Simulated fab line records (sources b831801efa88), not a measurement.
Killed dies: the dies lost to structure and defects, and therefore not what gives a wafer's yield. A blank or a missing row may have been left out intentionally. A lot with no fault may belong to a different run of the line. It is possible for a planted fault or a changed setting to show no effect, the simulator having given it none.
The same fault as seen by 2 desks | flow sky130 | numbers are kept per desk, each desk with only its own; the story behind them comes last

THE TOOL OWNER'S DESK: pecvd-04
The tool's own readings at SKY_CAP2M_CVD_00 (deposits SiO2, target thk 15.5 nm): means of the sampled wafers that have a number, for each lot that ran on this tool. A lot is out of limits, marked OUT, if its mean lies more than 4 standard deviations from the usual mean; the brackets give that distance.
Columns: A = heater-power-w at SKY_CAP2M_CVD_00, usual 683 W; B = rf-fwd-power-W at SKY_CAP2M_CVD_00, usual 440.2 W
lot  | first seen here | A   | B
L296 | day 40 06:32    | 717 | 438.9
L302 | day 41 13:38    | 704 | 439.7
L307 | day 42 22:07    | 618 | 414.8 (-14) OUT
L309 | day 43 04:53    | 693 | 414.0 (-15) OUT
L308 | day 43 07:05    | 654 | 390.9 (-27) OUT
This desk's verdict: out of limits on L307, L308, L309, starting with L307 at day 42 22:07 (rf-fwd-power-W at SKY_CAP2M_CVD_00). L296, L302 stayed within limits.

METROLOGY DESK
Lot by lot, what the gauges showed, no matter which tool ran the lot: averages of those sampled wafers that carry a number. A lot is out of limits, marked OUT, if its mean lies more than 4 standard deviations from the usual mean; the brackets give that distance.
Columns: A = VIA3_HDPCVD_THK at SKY_VIA3_THK_MEAS_01, usual 1635 nm; B = VIA3_OVL at SKY_VIA3_OVL_MEAS_13, usual 3 nm; C = CAP2M_CVD_00_THK at SKY_CAP2M_THK_MEAS_01, usual 15.55 nm
lot  | first seen here | A    | B  | C
L296 | day 39 04:17    | 1649 | 4  | 15.31
L299 | day 40 04:08    | 1629 | -2 | 15.30
L302 | day 40 11:53    | 1628 | 4  | 15.71
L301 | day 40 12:46    | 1653 | 9  | 15.45
L307 | day 41 20:55    | 1648 | 0  | 15.19
L309 | day 42 03:31    | 1639 | 4  | 15.23
L308 | day 42 05:53    | 1617 | 8  | 14.85
L314 | day 43 20:23    | 1642 | 6  | 15.58
L316 | day 44 04:14    | 1641 | -4 | 15.79
L317 | day 44 16:43    | 1636 | 2  | 15.81
L319 | day 44 22:29    | 1628 | 4  | 15.78
Result from this desk: across the 11 lots, nothing is out of limits.

ALL TOGETHER
An alarm could have come from the tool owner's desk at day 42 22:07, on L307, L308, L309.
At the metrology desk, nothing out of limits was observed.
The metrology desk has L307, L308, L309 on record, within its limits.
Every lot named ran SKY_CAP2M_CVD_00 on pecvd-04.

WHAT THE SIMULATOR PUT IN
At SKY_CAP2M_CVD_00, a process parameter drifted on pecvd-04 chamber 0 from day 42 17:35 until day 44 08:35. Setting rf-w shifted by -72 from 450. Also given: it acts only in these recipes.
Struck lots among those shown: L307, L308, L309.
Time in hours from fault onset to the first out-of-limits reading at each desk: the tool owner's desk, 5.
